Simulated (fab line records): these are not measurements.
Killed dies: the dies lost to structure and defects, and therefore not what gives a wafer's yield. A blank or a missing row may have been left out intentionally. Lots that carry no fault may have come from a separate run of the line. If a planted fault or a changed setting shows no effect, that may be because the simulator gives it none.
Split-lot trial ; flow sfqLine ; 23 wafers read from 5 lots, route of 325 steps

== ON THE SPLIT ==
At SFQ_TRILAYER_M6_DEP_SPUTTER_157 (material Nb, target thk 200 nm, time 133.3 s), the setting timeS was moved away from the recipe's 133.3 s on 12 of the 23 wafers read, by -8.4% to -4.0%. For the rest of the wafers, this setting stayed at what the recipe calls for.

== FROM THE SPLIT TO THE READING: what the file shows between them, 5 steps ==
- SFQ_M6_RS_MEAS_938: measures by four-point-probe
- SFQ_TRILAYER_M6_LITHO_COAT_159: resist thk 600 nm (also split here: resistThkNm)
- SFQ_TRILAYER_M6_LITHO_PEB_162: peb time 60 s (also split here: pebTempC)
- SFQ_TRILAYER_M6_LITHO_DEVELOP_161: time 60 s
- SFQ_TRILAYER_M6_BARC_OPEN_METAL_ETCH_206: etches BARC in O2, target depth 125 nm, time 41.7 s

== THE READING ==
oesProductAu, in a.u., at SFQ_TRILAYER_M6_ETCH_METAL_ETCH_162 (etches Nb in Cl2/Ar, stops on SiO2, target depth 240 nm, time 120 s). Fault-free wafers of this fab line usually give 0.894 a.u., standard deviation 0.0068 a.u.

wafer;tool, chamber at the split;timeS as run, s;against the recipe;oesProductAu, a.u.;against lot-mates on the recipe
L078.2;pvdSputter-05, -;124.1;-6.9%;0.859;-0.041
L078.3;pvdSputter-05, -;133.3;recipe;0.906;-
L078.4;pvdSputter-05, -;124.1;-6.9%;0.860;-0.040
L078.5;pvdSputter-05, -;124.1;-6.9%;0.857;-0.043
L078.6;pvdSputter-05, -;133.3;recipe;0.894;-
L079.1;pvdSputter-03, -;133.3;recipe;0.906;-
L079.2;pvdSputter-03, -;133.3;recipe;0.902;-
L079.3;pvdSputter-03, -;133.3;recipe;0.898;-
L081.1;pvdSputter-06, -;122.1;-8.4%;0.849;-0.038
L081.2;pvdSputter-06, -;122.1;-8.4%;0.848;-0.039
L081.4;pvdSputter-06, -;133.3;recipe;0.882;-
L081.5;pvdSputter-06, -;122.1;-8.4%;0.837;-0.050
L081.6;pvdSputter-06, -;133.3;recipe;0.893;-
L083.1;pvdSputter-03, -;128;-4.0%;0.892;-0.011
L083.3;pvdSputter-03, -;128;-4.0%;0.879;-0.024
L083.4;pvdSputter-03, -;133.3;recipe;0.903;-
L083.5;pvdSputter-03, -;128;-4.0%;0.885;-0.018
L083.6;pvdSputter-03, -;133.3;recipe;0.903;-
L084.1;pvdSputter-03, -;133.3;recipe;0.889;-
L084.2;pvdSputter-03, -;125;-6.2%;0.863;-0.032
L084.3;pvdSputter-03, -;125;-6.2%;0.870;-0.025
L084.5;pvdSputter-03, -;125;-6.2%;0.860;-0.035
L084.6;pvdSputter-03, -;133.3;recipe;0.900;-

FIT RESULTS
A straight line over all 23 wafers: oesProductAu changes by +0.00585 a.u. for each +1% of timeS; r = +0.94; the points scatter about the line by 0.0075 a.u.
The same after taking each lot's own level away (the mean of its wafers on the recipe; 23 wafers): +0.00528 a.u. for each +1%; r = +0.96; scatter 0.0053 a.u.
According to that fit, moving timeS by its largest amount changes the reading by 0.044 a.u.
Measured against the standard deviation above, the lots' own levels, which go from 0.8875 to 0.9030 a.u., span 2.3 times it.
So the slope is not independent of the lot-to-lot level: the two fits are not the same.
Check: for one of the wafers moved furthest among these (-8.4%), held out of the fit, the line's prediction against its lot-mates is -0.0449 a.u. Against them it came out at -0.0385 a.u.

== OTHER SPLITS APPLIED TO THESE WAFERS ==
Other splits were also applied to these wafers ahead of the reading. Each is held against what the fit with the lots' levels taken away leaves over:
other split on the same wafers;wafers away from the commonest value;r with oesProductAu (lot level and that fit taken away)
SFQ_TRILAYER_C5_LITHO_PEB_154 pebTempC;7;+0.27
SFQ_TRILAYER_M6_LITHO_COAT_159 resistThkNm;11;+0.03
SFQ_TRILAYER_M6_LITHO_PEB_162 pebTempC;7;+0.19

== THE WHOLE CHAIN: every reading that the file lists as answering this split, in the file's order ==
step;what it does;reading;change (the file's fit);r (the file's)
SFQ_TRILAYER_M6_DEP_SPUTTER_157;material Nb, target thk 200 nm, time 133.3 s;Nb_of_TRILAYER_M6_DEP_SPUTTER_157.thkNm (the simulator's own value, which no gauge read);+2.04 nm for each +1% of the setting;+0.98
SFQ_M6_RS_MEAS_938;measures by four-point-probe;M6_NB_RS;-0.01 for each +1% of the setting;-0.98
SFQ_TRILAYER_M6_ETCH_METAL_ETCH_162;etches Nb in Cl2/Ar, stops on SiO2, target depth 240 nm, time 120 s;oesProductAu;+0.00523 a.u. for each +1% of the setting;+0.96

== THE FILE'S OWN FIT ==
oesProductAu changes by +0.00523 a.u. for each +1% of timeS, r = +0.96.
